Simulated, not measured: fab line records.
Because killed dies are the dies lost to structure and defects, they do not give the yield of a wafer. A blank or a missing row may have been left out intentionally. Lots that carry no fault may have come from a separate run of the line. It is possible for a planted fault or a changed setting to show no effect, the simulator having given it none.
Tool commonality check / flow sky130 / 36 wafers sampled across 12 lots

## WHY THIS WAS OPENED
SKY_VT_ADJUST_HVTR_TW_MEAS_11, reading VT_ADJUST_HVTR_TW: flagged on 3 of 12 lots. No-fault wafers: 209.4, standard deviation 1.
Rule: a lot is flagged when every wafer of it that has a number lies more than 4 standard deviations from that mean, or none has a number. The rest of the lots are taken to be sound.

lot=L198; measured=day 9 22:40; on=film_metro-01; VT_ADJUST_HVTR_TW, wafer by wafer=209.5 209.2 208.4; flag=
lot=L200; measured=day 10 08:25; on=film_metro-01; VT_ADJUST_HVTR_TW, wafer by wafer=208.3 207.8 208.5; flag=
lot=L201; measured=day 10 21:53; on=film_metro-04; VT_ADJUST_HVTR_TW, wafer by wafer=210.3 209.6 211.0; flag=
lot=L204; measured=day 11 16:43; on=film_metro-04; VT_ADJUST_HVTR_TW, wafer by wafer=209.2 210.5 210.6; flag=
lot=L205; measured=day 12 01:07; on=film_metro-04; VT_ADJUST_HVTR_TW, wafer by wafer=209.7 209.9 209.8; flag=
lot=L208; measured=day 12 14:40; on=film_metro-04; VT_ADJUST_HVTR_TW, wafer by wafer=210.4 211.3 210.4; flag=
lot=L209; measured=day 13 10:20; on=film_metro-03; VT_ADJUST_HVTR_TW, wafer by wafer=219.7 220.1 219.5; flag=FLAGGED
lot=L210; measured=day 13 18:14; on=film_metro-01; VT_ADJUST_HVTR_TW, wafer by wafer=209.8 209.5 210.5; flag=
lot=L211; measured=day 13 21:55; on=film_metro-01; VT_ADJUST_HVTR_TW, wafer by wafer=221.5 221.3 220.7; flag=FLAGGED
lot=L212; measured=day 14 04:16; on=film_metro-04; VT_ADJUST_HVTR_TW, wafer by wafer=220.1 219.8 219.4; flag=FLAGGED
lot=L219; measured=day 16 11:25; on=film_metro-01; VT_ADJUST_HVTR_TW, wafer by wafer=210.5 210.5 209.4; flag=
lot=L220; measured=day 16 14:13; on=film_metro-01; VT_ADJUST_HVTR_TW, wafer by wafer=209.9 209.5 210.1; flag=
On average the flagged lots' numbers are 220.2, which is +10.8 against the usual, or +11 standard deviations.

## WHICH TOOL RAN EACH LOT
The record holds 1 process step before the reading, out of a route of 708 steps. Read each cell as the tool, then ch plus the chambers that the sampled wafers visited, then the start.
lot=L198; flag=; SKY_VT_ADJUST_HVTR_IMPLANT_09=implanter-04 ch 0, day 9 22:25
lot=L200; flag=; SKY_VT_ADJUST_HVTR_IMPLANT_09=implanter-04 ch 0, day 10 08:10
lot=L201; flag=; SKY_VT_ADJUST_HVTR_IMPLANT_09=implanter-03 ch 0, day 10 21:38
lot=L204; flag=; SKY_VT_ADJUST_HVTR_IMPLANT_09=implanter-01 ch 0, day 11 16:28
lot=L205; flag=; SKY_VT_ADJUST_HVTR_IMPLANT_09=implanter-04 ch 0, day 12 00:53
lot=L208; flag=; SKY_VT_ADJUST_HVTR_IMPLANT_09=implanter-04 ch 0, day 12 14:26
lot=L209; flag=FLAGGED; SKY_VT_ADJUST_HVTR_IMPLANT_09=implanter-04 ch 0, day 13 10:05
lot=L210; flag=; SKY_VT_ADJUST_HVTR_IMPLANT_09=implanter-01 ch 0, day 13 18:01
lot=L211; flag=FLAGGED; SKY_VT_ADJUST_HVTR_IMPLANT_09=implanter-04 ch 0, day 13 21:40
lot=L212; flag=FLAGGED; SKY_VT_ADJUST_HVTR_IMPLANT_09=implanter-04 ch 0, day 14 04:01
lot=L219; flag=; SKY_VT_ADJUST_HVTR_IMPLANT_09=implanter-01 ch 0, day 16 11:11
lot=L220; flag=; SKY_VT_ADJUST_HVTR_IMPLANT_09=implanter-04 ch 0, day 16 13:59
What these steps do:
- SKY_VT_ADJUST_HVTR_IMPLANT_09
- SKY_VT_ADJUST_HVTR_TW_MEAS_11

## FLAGGED OVER TOTAL, TOOL BY TOOL (the gauges that took the reading come last)
step=SKY_VT_ADJUST_HVTR_IMPLANT_09; tool=implanter-01; lots run=3; flagged=0; share of the flagged lots=none; sound lots run after its first flagged lot=-
step=SKY_VT_ADJUST_HVTR_IMPLANT_09; tool=implanter-03; lots run=1; flagged=0; share of the flagged lots=none; sound lots run after its first flagged lot=-
step=SKY_VT_ADJUST_HVTR_IMPLANT_09; tool=implanter-04; lots run=8; flagged=3; share of the flagged lots=all; sound lots run after its first flagged lot=1 (L220)
step=SKY_VT_ADJUST_HVTR_TW_MEAS_11; tool=film_metro-01; lots run=6; flagged=1; share of the flagged lots=some; sound lots run after its first flagged lot=2 (L219,L220)
step=SKY_VT_ADJUST_HVTR_TW_MEAS_11; tool=film_metro-03; lots run=1; flagged=1; share of the flagged lots=some; sound lots run after its first flagged lot=0
step=SKY_VT_ADJUST_HVTR_TW_MEAS_11; tool=film_metro-04; lots run=5; flagged=1; share of the flagged lots=some; sound lots run after its first flagged lot=0

## WHAT THE TABLE PERMITS
In the table, 1 row covers all flagged lots: implanter-04 at SKY_VT_ADJUST_HVTR_IMPLANT_09.
- implanter-04 at SKY_VT_ADJUST_HVTR_IMPLANT_09: 3 of its 8 lots flagged. Lots that were sound ran on it after the first flagged one (L220); a persistent fault on the entire tool would not allow that. Its own readings lie more than 4 standard deviations out on every wafer of the flagged lots: beam_on_s, end_station_pressure_torr, faraday_current_uA.
No row of the table ran every flagged lot and no sound lot after the first.

## WHAT THE SIMULATOR PUT IN
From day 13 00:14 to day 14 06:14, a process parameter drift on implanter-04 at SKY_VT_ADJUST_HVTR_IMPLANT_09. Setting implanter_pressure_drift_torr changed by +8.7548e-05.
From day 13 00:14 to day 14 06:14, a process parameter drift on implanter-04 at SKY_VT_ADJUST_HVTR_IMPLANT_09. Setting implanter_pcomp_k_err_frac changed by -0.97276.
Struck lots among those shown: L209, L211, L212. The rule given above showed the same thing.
